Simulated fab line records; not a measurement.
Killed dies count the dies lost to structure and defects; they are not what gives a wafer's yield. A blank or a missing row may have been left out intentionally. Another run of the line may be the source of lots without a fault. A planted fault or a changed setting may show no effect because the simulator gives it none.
Lot-split experiment :: flow sky130 :: 5 lots, 23 wafers read, on a route of 708 steps

ON THE SPLIT
At SKY_LDD_P_IMPLANT_09, the setting energyKev was moved away from the recipe's 25 on 9 of the 23 wafers read, by -5.8% to +3.9%. The other wafers ran this setting at the recipe's value.

FROM THE SPLIT TO THE READING: what the file shows between them, 1 step
- SKY_LDD_P_STRIP_10: strips in O2/N2

THE READING
LDD_P_TW, at SKY_LDD_P_TW_MEAS_11. A value of 636.3 with a standard deviation of 2.9 is what fault-free wafers of this fab line usually give.

wafer: L074.1
tool, chamber at the split: implanter-01, 0
energyKev as run: 23.93
against the recipe: -4.3%
LDD_P_TW: 629.0
against lot-mates on the recipe: -6.0

wafer: L074.2
tool, chamber at the split: implanter-01, 0
energyKev as run: 23.93
against the recipe: -4.3%
LDD_P_TW: 630.8
against lot-mates on the recipe: -4.2

wafer: L074.3
tool, chamber at the split: implanter-01, 0
energyKev as run: 25
against the recipe: recipe
LDD_P_TW: 632.4
against lot-mates on the recipe: -

wafer: L074.4
tool, chamber at the split: implanter-01, 0
energyKev as run: 25
against the recipe: recipe
LDD_P_TW: 637.7
against lot-mates on the recipe: -

wafer: L074.5
tool, chamber at the split: implanter-01, 0
energyKev as run: 23.93
against the recipe: -4.3%
LDD_P_TW: 627.2
against lot-mates on the recipe: -7.8

wafer: L076.1
tool, chamber at the split: implanter-01, 0
energyKev as run: 25
against the recipe: recipe
LDD_P_TW: 633.3
against lot-mates on the recipe: -

wafer: L076.2
tool, chamber at the split: implanter-01, 0
energyKev as run: 25
against the recipe: recipe
LDD_P_TW: 631.3
against lot-mates on the recipe: -

wafer: L076.3
tool, chamber at the split: implanter-01, 0
energyKev as run: 25.97
against the recipe: +3.9%
LDD_P_TW: 640.1
against lot-mates on the recipe: +6.8

wafer: L076.5
tool, chamber at the split: implanter-01, 0
energyKev as run: 25.97
against the recipe: +3.9%
LDD_P_TW: 641.1
against lot-mates on the recipe: +7.8

wafer: L076.6
tool, chamber at the split: implanter-01, 0
energyKev as run: 25
against the recipe: recipe
LDD_P_TW: 635.3
against lot-mates on the recipe: -

wafer: L081.1
tool, chamber at the split: implanter-02, 0
energyKev as run: 25.75
against the recipe: +3.0%
LDD_P_TW: 644.1
against lot-mates on the recipe: +6.8

wafer: L081.2
tool, chamber at the split: implanter-02, 0
energyKev as run: 25
against the recipe: recipe
LDD_P_TW: 635.6
against lot-mates on the recipe: -

wafer: L081.3
tool, chamber at the split: implanter-02, 0
energyKev as run: 25
against the recipe: recipe
LDD_P_TW: 638.3
against lot-mates on the recipe: -

wafer: L081.5
tool, chamber at the split: implanter-02, 0
energyKev as run: 25.75
against the recipe: +3.0%
LDD_P_TW: 642.0
against lot-mates on the recipe: +4.7

wafer: L081.6
tool, chamber at the split: implanter-02, 0
energyKev as run: 25
against the recipe: recipe
LDD_P_TW: 638.1
against lot-mates on the recipe: -

wafer: L083.2
tool, chamber at the split: implanter-02, 0
energyKev as run: 25
against the recipe: recipe
LDD_P_TW: 640.6
against lot-mates on the recipe: -

wafer: L083.3
tool, chamber at the split: implanter-02, 0
energyKev as run: 25
against the recipe: recipe
LDD_P_TW: 637.3
against lot-mates on the recipe: -

wafer: L083.4
tool, chamber at the split: implanter-02, 0
energyKev as run: 23.55
against the recipe: -5.8%
LDD_P_TW: 631.2
against lot-mates on the recipe: -8.1

wafer: L083.5
tool, chamber at the split: implanter-02, 0
energyKev as run: 23.55
against the recipe: -5.8%
LDD_P_TW: 629.4
against lot-mates on the recipe: -9.9

wafer: L083.6
tool, chamber at the split: implanter-02, 0
energyKev as run: 25
against the recipe: recipe
LDD_P_TW: 640.1
against lot-mates on the recipe: -

wafer: L084.1
tool, chamber at the split: implanter-01, 0
energyKev as run: 25
against the recipe: recipe
LDD_P_TW: 639.4
against lot-mates on the recipe: -

wafer: L084.2
tool, chamber at the split: implanter-01, 0
energyKev as run: 25
against the recipe: recipe
LDD_P_TW: 633.2
against lot-mates on the recipe: -

wafer: L084.5
tool, chamber at the split: implanter-01, 0
energyKev as run: 25
against the recipe: recipe
LDD_P_TW: 637.8
against lot-mates on the recipe: -

THE FIT
A straight line over all 23 wafers: LDD_P_TW changes by +1.41 for each +1% of energyKev; r = +0.82; the points scatter about the line by 2.7.
The same after taking each lot's own level away (the mean of its wafers on the recipe; 23 wafers): +1.62 for each +1%; r = +0.93; scatter 1.8.
According to that fit, moving energyKev by its largest amount changes the reading by 9.4.
Across the lots, their own levels run from 633.30 to 639.33, a range of 2.1 times the standard deviation given above.
In other words, the slope is changed by the lot-to-lot level; the two fits disagree.
Check: for one of the wafers moved furthest among these (-5.8%), held out of the fit, the line's prediction against its lot-mates is -9.38. Against them it came out at -8.13.

ADDITIONAL SPLITS CARRIED BY THESE WAFERS
Before the reading, these wafers also passed through other splits. Each is held against what the fit with the lots' levels taken away leaves over:
other split on the same wafers: SKY_VT_ADJUST_PCH_IMPLANT_08 doseCm2
wafers away from the commonest value: 10
r with LDD_P_TW (lot level and that fit taken away): +0.18

other split on the same wafers: SKY_SONOS_ONO_OXIDATION_00 oxTimeS
wafers away from the commonest value: 10
r with LDD_P_TW (lot level and that fit taken away): -0.01

other split on the same wafers: SKY_SONOS_ONO_EXPOSE_10 doseMj
wafers away from the commonest value: 8
r with LDD_P_TW (lot level and that fit taken away): +0.07

other split on the same wafers: SKY_GATE_OXIDE_COAT_05 resistThkNm
wafers away from the commonest value: 9
r with LDD_P_TW (lot level and that fit taken away): -0.21

other split on the same wafers: SKY_GATE_OXIDE_DEVELOP_09 devTempC
wafers away from the commonest value: 8
r with LDD_P_TW (lot level and that fit taken away): +0.12

other split on the same wafers: SKY_RES_PROTECT_EXPOSE_04 doseMj
wafers away from the commonest value: 5
r with LDD_P_TW (lot level and that fit taken away): +0.10

other split on the same wafers: SKY_LDD_N_COAT_02 spinRpm
wafers away from the commonest value: 10
r with LDD_P_TW (lot level and that fit taken away): +0.11

other split on the same wafers: SKY_LDD_N_IMPLANT_11 energyKev
wafers away from the commonest value: 8
r with LDD_P_TW (lot level and that fit taken away): +0.03

THE WHOLE CHAIN: every reading that the file lists as answering this split, in the file's order
step: SKY_LDD_P_IMPLANT_09
what it does: 
reading: implant.rpNm (the simulator's own value, which no gauge read)
change (the file's fit): +0.167 nm for each +1% of the setting
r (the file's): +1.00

step: SKY_LDD_P_IMPLANT_09
what it does: 
reading: implant.drpNm (the simulator's own value, which no gauge read)
change (the file's fit): +0.0808 nm for each +1% of the setting
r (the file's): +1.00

step: SKY_LDD_P_TW_MEAS_11
what it does: 
reading: LDD_P_TW
change (the file's fit): +1.63 for each +1% of the setting
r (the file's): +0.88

FILE'S OWN FIT
LDD_P_TW changes by +1.63 for each +1% of energyKev, r = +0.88.
